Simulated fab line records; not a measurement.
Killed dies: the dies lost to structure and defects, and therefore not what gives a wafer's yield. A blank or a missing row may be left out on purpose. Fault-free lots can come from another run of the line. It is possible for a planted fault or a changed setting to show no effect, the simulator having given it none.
Which tool did it?    flow sky130    12 lots, 36 wafers sampled, at 1 step of a route of 708

WHAT EACH GAUGE READ, for each wafer
SKY_VIA2_OVL_MEAS_13.
lot   measured      on          VIA2_OVL (nm)
L075  day 36 11:38  overlay-02  -8 -8 -6
L077  day 37 05:20  overlay-01  -7 -6 0
L079  day 37 15:02  overlay-01  -2 3 -1
L081  day 38 14:47  overlay-02  -8 -6 0
L083  day 39 04:05  overlay-02  7 -3 -3
L085  day 39 20:11  overlay-02  2 -1 -8
L087  day 40 16:54  overlay-02  -1 -1 -3
L088  day 40 23:09  overlay-01  -14 -7 -8
L092  day 41 17:03  overlay-02  -7 -4 5
L093  day 41 23:18  overlay-01  12 6 0
L095  day 42 13:30  overlay-02  1 2 -2
L097  day 42 23:32  overlay-02  -7 -1 -4

TOOL THAT RAN EACH LOT (tool first, then ch and the chambers of the sampled wafers, then the start)
No process step before these readings appears in the record.

THE ANSWER, worked out from the rows above alone
Rule: the usual values come from the lots themselves. The widest of any qualifying gaps counts: lots, ordered by their means at a reading, are off when they make up no more than a third of the lots, leave a main group of 4 or more, and stand apart from it by 3 or more times the standard deviation of that group's means. The tables above print the reading to a certain number of digits; a main group whose means all agree to those digits is not used. A lot without any number at a reading at which 4 lots or more have one is off too. Where the step has rows for the other lots, those lots are counted as sound.
No lot is off at any reading shown: from this, nothing can be told.

WHAT HAD BEEN PUT IN BY THE SIMULATOR
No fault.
